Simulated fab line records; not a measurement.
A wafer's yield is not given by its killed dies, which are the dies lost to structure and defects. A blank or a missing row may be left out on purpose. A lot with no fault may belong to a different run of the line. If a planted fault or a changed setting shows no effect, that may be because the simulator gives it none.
fab line records	flow sky130
record: lots: 12	wafers: 33	lastDay: 50
route steps=708 shown SONOS_ONO@173 GATE_OXIDE@197 POLY_GATE@231 PAD_OPEN@708
lots that met no fault: taken from a fault-free run of the same line
startH: the number of hours between the record's first day and the start of the first shown wafer of the lot	waitH: how many hours have passed since the lot's step before this one	" same as the row above	L1.1+2: one row covering several wafers at once	- value missing, or start not given	* or withheld: withheld	< > ~ a bound
route shown NAME@n: a module of which the file shows steps, and the number in the route of the first	usual: mean/standard deviation taken from wafers without a fault	same: alike in all rows	chamber/n: place in a boat	sites: per-site readings	_std_site: standard deviation across them	_edge_site: outer sites' mean less inner sites'	radiusMm: for every site, how far away it sits from the centre of the wafer	mask NAME#n: copy n	behind: the last tool/chamber to shape the wafer	hold: the reason the lot was held/the length of the hold in hours/how it ended	device: the n, p or np transistor that did not switch	end of line: the route-end tests of the same wafers	step lacking rows: just its recipe	killed: the dies lost at the first sort to structure and to defects; this is not the yield of the wafer	map: the dies of a wafer, with x for killed, . for not killed, _ for no die there
set.NAME: the run value of the setting; set.NAME@STEP: its run value at that earlier step	model.NAME: the simulator's own value behind a step, which no gauge read
steps of the route over a sample of lots; a table a step, a row a wafer
services: from which hour (startH, from the record's first day; less than 0 if before it) a tool's chamber was out of use, for how many hours, and why
== steps ==
step: SKY_SONOS_ONO_THK_MEAS_05
recipe: reads: SiO2_of_SONOS_ONO_CVD_04
usual: SONOS_ONO_CVD_04_THK: 5.77/0.11
lot.wafer	tool	chamber	startH	waitH	SONOS_ONO_CVD_04_THK[nm]
L267.2	filmMetro-04	-	256.70	0.0	5.75
L267.3	"	-	"	"	5.77
L267.4	"	-	"	"	5.76
L270.2	filmMetro-03	-	293.19	0.0	6.10
L270.3	"	-	"	"	5.86
L270.6	"	-	"	"	5.90
L272.1	filmMetro-01	-	309.32	0.0	5.80
L272.3	"	-	"	"	5.73
L272.4	"	-	"	"	5.75
L273.2	filmMetro-01	-	318.61	0.0	5.71
L273.5	"	-	"	"	5.90
L273.6	"	-	"	"	5.94
L274.2	filmMetro-03	-	327.79	0.0	5.74
L274.5	"	-	"	"	5.91
L274.6	"	-	"	"	5.99
L275.1	filmMetro-04	-	338.59	0.0	5.84
L275.5	"	-	"	"	5.88
L275.6	"	-	"	"	5.91
L280.1	filmMetro-04	-	402.54	0.1	5.63
L280.5	"	-	"	"	5.61
L281.3	filmMetro-01	-	402.56	0.1	5.84
L281.4	"	-	"	"	5.83
L281.6	"	-	"	"	5.78
L284.2	filmMetro-04	-	408.60	0.0	5.69
L284.5	"	-	"	"	5.66
L286.1	filmMetro-04	-	433.10	0.0	5.80
L286.4	"	-	"	"	5.72
L288.1	filmMetro-03	-	451.31	0.0	5.79
L288.5	"	-	"	"	5.84
L288.6	"	-	"	"	5.95
L289.1	filmMetro-01	-	462.06	0.0	5.72
L289.4	"	-	"	"	5.60
L289.6	"	-	"	"	5.64
step: SKY_SONOS_ONO_ETCH_15
recipe: targetDepthNm: 19.52	chemistry: CHF3/O2	sourceW: 600	biasW: 200	pressureMtorr: 40	chf3FlowSccm: 50	O2_flow_sccm: 5	timeS: 7.8
usual: O2_flow_sccm: 5.000/0.014	chamberPressureMTorr: 40.01/0.037	drypumpMotorCurrentA: 5.8/0.39	oesProductAu: 1.002/0.0069	throttleValvePct: 8.825/0.0085
same: timeS: 7.8
lot.wafer	tool	chamber	startH	waitH	O2_flow_sccm	chamberPressureMTorr	drypumpMotorCurrentA	oesProductAu	rfHoursCounterH	throttleValvePct
L267.2	rieDiel-03	2	282.51	0.0	5.002	40.07	5.9	0.991	1	8.822
L267.3	"	0	"	"	4.998	40.00	5.9	1.009	120	8.831
L267.4	"	3	"	"	4.996	40.04	5.0	1.007	75	8.820
L270.2	rieDiel-03	2	318.87	0.0	5.000	40.02	5.9	1.000	2	8.815
L270.3	"	3	"	"	4.999	39.95	5.0	1.014	76	8.840
L270.6	"	3	"	"	4.999	40.05	5.0	0.993	-	8.814
L272.1	rieDiel-02	1	336.07	0.0	5.006	40.04	6.2	1.011	2	8.829
L272.3	"	3	"	"	4.999	40.03	5.9	1.014	120	8.831
L272.4	"	0	"	"	4.977	40.02	5.1	0.997	97	8.839
L273.2	rieDiel-02	2	345.68	0.0	4.982	40.03	5.6	0.988	13	8.827
L273.5	"	3	"	"	5.015	40.01	5.9	1.016	-	8.819
L273.6	"	2	"	"	4.983	40.03	5.6	1.002	-	8.816
L274.2	rieDiel-02	2	355.31	0.0	5.018	40.03	5.6	0.989	13	8.819
L274.5	"	1	"	"	5.002	39.95	6.2	1.003	-	8.821
L274.6	"	2	"	"	4.982	40.06	5.6	0.996	-	8.827
L275.1	rieDiel-03	3	366.67	0.0	5.002	40.00	5.1	0.995	77	8.824
L275.5	"	2	"	"	4.995	39.93	5.9	0.996	-	8.826
L275.6	"	1	"	"	5.011	40.01	6.0	0.989	-	8.829
L281.3	rieDiel-02	3	433.18	0.0	5.018	40.02	5.9	0.999	1	8.823
L281.4	"	2	"	"	5.023	40.09	5.6	1.004	15	8.829
L281.6	"	2	"	"	5.008	40.00	5.6	0.999	-	8.821
L280.1	rieDiel-03	0	433.37	0.0	4.994	40.01	5.9	1.010	2	8.840
L280.5	"	0	"	"	4.994	40.03	5.9	1.011	-	8.824
L284.2	rieDiel-02	3	438.82	0.0	5.016	40.00	5.9	1.007	1	8.836
L284.5	"	2	"	"	4.995	39.94	5.6	1.000	-	8.821
L286.1	rieDiel-02	3	463.47	0.0	5.000	40.00	5.9	1.002	2	8.821
L286.4	"	3	"	"	5.008	39.93	5.9	0.999	-	8.816
L288.1	rieDiel-04	1	481.68	0.0	5.008	39.98	5.5	1.002	3	8.827
L288.5	"	3	"	"	4.997	39.99	6.5	1.007	-	8.811
L288.6	"	1	"	"	4.995	40.03	5.5	1.009	-	8.841
L289.1	rieDiel-03	1	493.32	0.0	5.011	39.98	6.1	0.997	55	8.831
L289.4	"	2	"	"	5.021	40.08	5.9	0.988	5	8.832
L289.6	"	0	"	"	4.992	40.00	5.8	1.012	-	8.829
step: SKY_GATE_OXIDE_OVL_MEAS_10
usual: GATE_OXIDE_OVL: 0.0/1.3
lot.wafer	tool	chamber	startH	waitH	GATE_OXIDE_OVL[nm]
L267.2	overlay-01	-	309.67	0.1	-0.8
L267.3	"	-	"	"	-1.3
L267.4	"	-	"	"	-1.3
L270.2	overlay-02	-	347.56	0.1	-2.2
L270.3	"	-	"	"	-1.8
L270.6	"	-	"	"	-2.5
L272.1	overlay-02	-	366.40	0.1	0.1
L272.3	"	-	"	"	-0.6
L272.4	"	-	"	"	1.3
L273.2	overlay-02	-	375.37	0.1	1.6
L273.5	"	-	"	"	3.0
L273.6	"	-	"	"	3.1
L274.2	overlay-01	-	384.92	0.1	1.4
L274.5	"	-	"	"	0.2
L274.6	"	-	"	"	1.6
L275.1	overlay-02	-	397.06	0.1	0.9
L275.5	"	-	"	"	2.6
L275.6	"	-	"	"	1.0
L281.3	overlay-01	-	466.47	0.1	1.0
L281.4	"	-	"	"	-0.3
L281.6	"	-	"	"	1.7
L280.1	overlay-02	-	466.50	0.1	-0.2
L280.5	"	-	"	"	1.0
L284.2	overlay-01	-	471.16	0.1	-2.6
L284.5	"	-	"	"	-0.9
L286.1	overlay-01	-	498.51	0.1	3.2
L286.4	"	-	"	"	2.1
L288.1	overlay-01	-	514.95	0.1	-1.2
L288.5	"	-	"	"	-0.8
L288.6	"	-	"	"	-1.2
L289.1	overlay-02	-	526.85	0.1	0.6
L289.4	"	-	"	"	-0.2
L289.6	"	-	"	"	0.3
step: SKY_POLY_GATE_ETCH_17
recipe: targetDepthNm: 180	stopOn: SiO2	overEtchFrac: 0.56667	chemistry: HBr/Cl2	target: poly-Si	icpW: 400	biasW: 100	pressureMtorr: 10	HBr_flow_sccm: 150	Cl2_flow_sccm: 50	timeS: 70.5
usual: chamberPressureMTorr: 10.000/0.0081	drypumpMotorCurrentA: 5.6/0.47	oesProductAu: 0.988/0.0071	runLengthS: 99.0/0.46	throttleValvePct: 33.684/0.0088
lot.wafer	tool	chamber	startH	waitH	chamberPressureMTorr	drypumpMotorCurrentA	oesProductAu	rfHoursCounterH	runLengthS	throttleValvePct
L267.2	rieSi-02	0	370.16	0.0	9.998	5.4	0.991	6	99.7	33.663
L267.3	"	2	"	"	10.011	5.1	0.980	18	98.6	33.683
L267.4	"	1	"	"	10.002	6.0	0.986	5	99.3	33.685
L270.2	rieSi-02	1	412.01	0.0	9.999	5.9	0.999	5	98.8	33.678
L270.3	"	2	"	"	9.992	5.1	1.003	18	98.2	33.681
L270.6	"	3	"	"	9.995	6.1	0.993	-	99.4	33.678
L272.1	rieSi-01	2	431.06	0.0	9.993	6.0	0.993	5	99.1	33.674
L272.3	"	1	"	"	9.999	5.7	0.987	2	98.9	33.692
L272.4	"	3	"	"	10.007	4.8	0.979	1	98.9	33.677
L273.2	rieSi-01	1	446.16	0.0	9.986	5.7	0.994	2	98.9	33.680
L273.5	"	0	"	"	9.999	6.0	0.987	-	99.1	33.688
L273.6	"	3	"	"	10.012	4.8	0.988	-	98.4	33.684
L274.2	rieSi-02	1	458.71	0.0	9.991	6.0	1.001	6	98.8	33.697
L274.5	"	0	"	"	9.995	5.5	0.988	-	99.9	33.672
L274.6	"	3	"	"	10.005	6.1	0.996	-	99.4	33.694
L275.1	rieSi-01	0	467.19	0.0	10.013	6.0	0.984	1	99.2	33.673
L275.5	"	0	"	"	10.005	6.0	0.986	-	98.9	33.679
L275.6	"	3	"	"	9.995	4.8	0.988	-	98.5	33.685
L281.3	rieSi-02	3	537.34	0.0	10.000	6.1	0.990	3	99.9	33.686
L281.4	"	1	"	"	9.996	6.0	0.986	6	98.7	33.668
L281.6	"	1	"	"	10.010	6.0	0.986	-	99.4	33.683
L280.1	rieSi-02	2	537.69	0.0	9.996	5.1	0.861	19	114.0	33.679
L280.5	"	1	"	"	10.008	6.0	0.872	-	114.6	33.676
L284.2	rieSi-02	0	539.54	0.0	10.003	5.4	0.993	7	99.6	33.667
L284.5	"	0	"	"	9.985	5.5	0.866	-	115.1	33.693
L286.1	rieSi-02	3	565.01	0.0	9.994	6.2	0.860	4	115.4	33.683
L286.4	"	1	"	"	10.008	6.0	0.989	6	98.7	33.682
L288.1	rieSi-01	1	584.79	0.0	10.001	5.7	0.991	2	99.0	33.679
L288.5	"	1	"	"	10.024	5.7	1.001	-	99.3	33.689
L288.6	"	0	"	"	10.001	6.0	0.992	-	99.3	33.693
L289.1	rieSi-01	2	592.84	0.0	10.005	6.0	0.978	6	99.0	33.667
L289.4	"	3	"	"	9.995	4.8	0.985	1	99.1	33.694
L289.6	"	0	"	"	9.988	6.0	0.981	-	98.8	33.696
step: SKY_POLY_GATE_STRIP_18
recipe: chemistry: O2/N2	powerW: 1400	pressureMtorr: 1500	platenTempC: withheld	o2FlowSccm: 3000	n2FlowSccm: 300	overashFraction: 0.5
usual: chamberPressureMTorr: 1499.9/1.3	drypumpMotorCurrentA: 5.6/0.44	oesProductAu: 0.361/0.0052	stripTimeToEndpointS: 3.160/0.027
same: overashFraction: 0.5
lot.wafer	tool	chamber	startH	waitH	chamberPressureMTorr	drypumpMotorCurrentA	oesProductAu	rfHoursCounterH	stripTimeToEndpointS
L267.2	plasmaAsher-03	1	370.21	0.0	1499.1	5.3	0.362	22	3.144
L267.3	"	0	"	"	1497.3	5.8	0.358	-	3.125
L267.4	"	1	"	"	1497.8	5.3	0.352	-	3.129
L270.2	plasmaAsher-03	0	412.06	0.0	1499.3	5.7	0.363	26	3.174
L270.3	"	1	"	"	1502.1	5.3	0.363	-	3.191
L270.6	"	0	"	"	1499.8	5.8	0.359	-	3.210
L272.1	plasmaAsher-03	0	431.11	0.0	1500.5	5.7	0.352	28	3.113
L272.3	"	1	"	"	1500.8	5.3	0.365	-	3.147
L272.4	"	0	"	"	1500.1	5.7	0.355	-	3.154
L273.2	plasmaAsher-04	0	446.21	0.0	1501.3	6.3	0.362	2	3.160
L273.5	"	0	"	"	1501.3	6.3	0.362	-	3.146
L273.6	"	1	"	"	1499.9	5.1	0.362	-	3.149
L274.2	plasmaAsher-04	0	458.76	0.0	1499.0	6.3	0.358	3	3.174
L274.5	"	1	"	"	1498.9	5.1	0.364	-	3.172
L274.6	"	0	"	"	1499.4	6.3	0.359	-	3.173
L275.1	plasmaAsher-04	1	467.24	0.0	1498.8	5.0	0.364	4	3.142
L275.5	"	0	"	"	1499.5	6.3	0.360	-	3.165
L275.6	"	1	"	"	1498.7	5.0	0.361	-	3.181
L281.3	plasmaAsher-04	1	537.43	0.1	1502.0	5.1	0.363	-	3.136
L281.4	"	0	"	"	1499.8	6.3	0.365	-	3.144
L281.6	"	0	"	"	1499.5	6.3	0.361	-	3.149
L280.1	plasmaAsher-04	1	537.75	0.0	1499.3	5.0	0.337	11	2.958
L280.5	"	0	"	"	1497.4	6.3	0.348	-	2.956
L284.2	plasmaAsher-04	0	539.59	0.0	1496.9	6.3	0.376	11	3.200
L284.5	"	1	"	"	1501.1	5.1	0.364	-	2.928
L286.1	plasmaAsher-04	0	565.06	0.0	1502.0	6.3	0.343	13	2.912
L286.4	"	0	"	"	1501.0	6.3	0.363	-	3.140
L288.1	plasmaAsher-03	1	584.85	0.0	1499.7	5.3	0.362	43	3.142
L288.5	"	1	"	"	1499.3	5.3	0.366	-	3.155
L288.6	"	0	"	"	1500.6	5.7	0.365	-	3.183
L289.1	plasmaAsher-01	0	592.89	0.0	1497.9	5.4	0.355	88	3.123
L289.4	"	0	"	"	1498.5	5.4	0.365	-	3.155
L289.6	"	1	"	"	1501.3	5.9	0.363	-	3.123
step: SKY_PAD_OPEN_PROBE_99
usual: killed_at_M0_to_M3: 43/6.6	killed_at_M4_up: 3.2/1.8	killedAtContacts: 24/5	killedAtFrontEnd: 15/4.5	killedAtOther: 0.2/0.46	killedDies: 86/8.8	killedOpen: 48/6.6	killedShort: 38/6.1
same: grossDies: 492	killedAtBackSide: 0
lot.wafer	tool	chamber	startH	waitH	killed_at_M0_to_M3	killed_at_M4_up	killedAtContacts	killedAtFrontEnd	killedAtOther	killedDies	killedOpen	killedShort
L275.1	prober-02	-	1139.79	0.1	41	1	31	13	1	87	53	34
L275.5	prober-02	-	1139.99	0.2	39	2	23	17	0	81	38	43
L275.6	prober-02	-	1140.04	0.2	35	5	24	15	0	79	50	29
L281.3	prober-01	-	1181.68	0.2	28	3	22	15	0	68	29	39
L281.6	prober-01	-	1181.83	0.2	31	5	16	9	0	61	33	28
killed by level:class
L275.1 LI_CONTACT:geometricParticle:open=11 VIA1:geometricParticle:open=11 VIA2:geometricParticle:open=9 CONTACT:geometricParticle:short=8 CONTACT:geometricParticle:open=6 METAL2:geometricParticle:short=6 VIA3:geometricParticle:open=5 FIELD_ISO:geometricParticle:open=4
L275.5 VIA1:geometricParticle:open=9 CONTACT:geometricParticle:open=7 VIA2:geometricParticle:open=7 FIELD_ISO:geometricParticle:short=6 LOCAL_INTERCONNECT:geometricParticle:short=6 VIA3:geometricParticle:open=6 CONTACT:geometricParticle:short=5 METAL1:geometricParticle:short=5
L275.6 CONTACT:geometricParticle:open=11 VIA3:geometricParticle:open=9 VIA1:geometricParticle:open=8 LOCAL_INTERCONNECT:geometricParticle:short=7 VIA2:geometricParticle:open=6 SPACER:geometricParticle:short=5 FIELD_ISO:geometricParticle:open=4 LI_CONTACT:geometricParticle:open=4
L281.3 CONTACT:geometricParticle:open=8 CONTACT:geometricParticle:short=6 METAL2:geometricParticle:short=6 FIELD_ISO:geometricParticle:short=4 VIA1:geometricParticle:open=4 POLY_GATE:geometricParticle:short=4 LI_CONTACT:geometricParticle:open=4 VIA3:geometricParticle:open=4
L281.6 CONTACT:geometricParticle:open=9 VIA2:geometricParticle:open=6 METAL2:geometricParticle:short=5 VIA3:geometricParticle:open=4 METAL4:geometricParticle:short=4 LI_CONTACT:geometricParticle:open=3 METAL1:geometricParticle:short=3 VIA1:geometricParticle:short=3
== services ==
tool	chamber	startH	hours	kind
rieDiel-03	-	261.80	15.6	pm
plasmaAsher-04	-	279.86	3.0	repair
rieDiel-02	1	288.14	20.0	repair
rieDiel-03	1	298.26	4.5	repair
rieDiel-02	-	299.16	1.2	repair
rieDiel-03	3	344.95	12.5	repair
rieSi-01	2	346.43	8.1	repair
rieSi-02	3	419.65	0.9	repair
plasmaAsher-04	-	421.25	9.0	pm
rieDiel-03	0	437.18	6.3	repair
rieSi-02	1	443.06	3.3	repair
rieDiel-03	1	448.90	4.1	repair
rieSi-02	2	450.06	1.1	repair
plasmaAsher-04	-	473.47	1.1	repair
rieSi-02	-	480.83	1.5	repair
rieDiel-03	-	503.05	1.6	repair
rieSi-01	3	520.30	2.2	repair
rieDiel-02	3	537.09	18.5	repair
rieDiel-03	-	549.69	38.9	repair
rieSi-01	2	564.28	4.7	repair
rieSi-02	1	569.76	2.6	repair
rieSi-01	-	585.38	0.6	repair
rieDiel-03	-	586.81	0.1	repair
rieDiel-03	3	592.81	5.2	repair
== key ==
firstSign: step: SKY_POLY_GATE_ETCH_17	reading: runLengthS	direction: up	sigmas: 35	usual: *	struck: *
effect: step: SKY_POLY_GATE_ETCH_17	reading: oesProductAu	direction: down	sigmas: 17	usual: 0.988	struck: 0.865
effect: step: SKY_POLY_GATE_STRIP_18	reading: stripTimeToEndpointS	direction: down	sigmas: 8.3	usual: *	struck: *
metAt SKY_POLY_GATE_ETCH_17
struckLots L280,L284,L286
struckWafers L280.1,L280.5,L284.5,L286.1
testerLeftOut L280,L284,L286
notActingAt SKY_SONOS_ONO_THK_MEAS_05,SKY_SONOS_ONO_ETCH_15,SKY_GATE_OXIDE_OVL_MEAS_10
onsetBetween 537.34 537.69
fault: kind: processParameterDrift	tool: rieSi-02	chamber: -	onsetH: 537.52	steps: SKY_POLY_GATE_ETCH_17	channel: timeS	offset: *	shape: step	endH: 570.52	scope: struckWafersOnly	actsIn: *	stated: *
testerLeftOut: of these lots the tester's yield and bins aren't shown, on N5 and GAA mostly nor the transistor test; their killed dies are dies lost to structure and defects alone, not to doping, threshold or leakage, so they don't give the yield
